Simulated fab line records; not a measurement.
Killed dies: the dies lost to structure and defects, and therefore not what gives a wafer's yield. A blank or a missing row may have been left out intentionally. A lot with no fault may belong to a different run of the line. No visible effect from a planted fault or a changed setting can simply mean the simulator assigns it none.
Which tool was responsible? -- flow gf180mcu -- 11 lots with 33 wafers sampled at 2 steps, on a route of 602 steps

WHAT EACH GAUGE READ, for each wafer
GF_M4_RS_MEAS_05: uses a four-point probe to measure.
lot,measured,on,M4_ALCU_RS (ohm/sq)
L722,day 22 18:02,film-metro-01,0.0694 0.0700 0.0691
L723,day 22 18:49,film-metro-01,0.0689 0.0690 0.0688
L726,day 25 22:35,film-metro-02,0.0687 0.0673 0.0678
L727,day 26 01:22,film-metro-01,0.0702 0.0707 0.0691
L729,day 26 06:03,film-metro-01,0.0694 0.0696 0.0694
L731,day 26 09:10,film-metro-01,0.0690 0.0693 0.0698
L737,day 28 09:30,film-metro-03,0.0699 0.0696 0.0687
L738,day 28 18:52,film-metro-01,0.0692 0.0684 0.0682
L739,day 29 07:37,film-metro-03,0.0674 0.0673 0.0683
L741,day 29 15:16,film-metro-01,0.0697 0.0691 0.0696
L743,day 30 01:50,film-metro-03,0.0684 0.0683 0.0688

TOOL THAT RAN EACH LOT (tool first, then ch and the chambers of the sampled wafers, then the start)
lot,GF_M4_SPUTTER_03
L722,"pvd-sputter-01, day 22 17:57"
L723,"pvd-sputter-02, day 22 18:44"
L726,"pvd-sputter-02, day 25 22:30"
L727,"pvd-sputter-02, day 26 01:18"
L729,"pvd-sputter-02, day 26 05:59"
L731,"pvd-sputter-01, day 26 09:06"
L737,"pvd-sputter-02, day 28 09:25"
L738,"pvd-sputter-01, day 28 18:48"
L739,"pvd-sputter-02, day 29 07:32"
L741,"pvd-sputter-02, day 29 15:11"
L743,"pvd-sputter-02, day 30 01:45"
- GF_M4_SPUTTER_03: material Ti, target thk 10 nm, time 6.7 s.

THE ANSWER, worked out from the rows above alone
Rule: what is usual is taken from the lots themselves. The widest of any qualifying gaps counts: lots, ordered by their means at a reading, are off when they make up no more than a third of the lots, leave a main group of 4 or more, and stand apart from it by 3 or more times the standard deviation of that group's means. A main group whose means are all the same, to the digits that the tables above print for the reading, isn't used. A lot without any number at a reading at which 4 lots or more have one is off too. All remaining lots with rows at the step are treated as sound.
Nothing can be told from this: no lot is off at any reading shown.

WHAT HAD BEEN PUT IN BY THE SIMULATOR
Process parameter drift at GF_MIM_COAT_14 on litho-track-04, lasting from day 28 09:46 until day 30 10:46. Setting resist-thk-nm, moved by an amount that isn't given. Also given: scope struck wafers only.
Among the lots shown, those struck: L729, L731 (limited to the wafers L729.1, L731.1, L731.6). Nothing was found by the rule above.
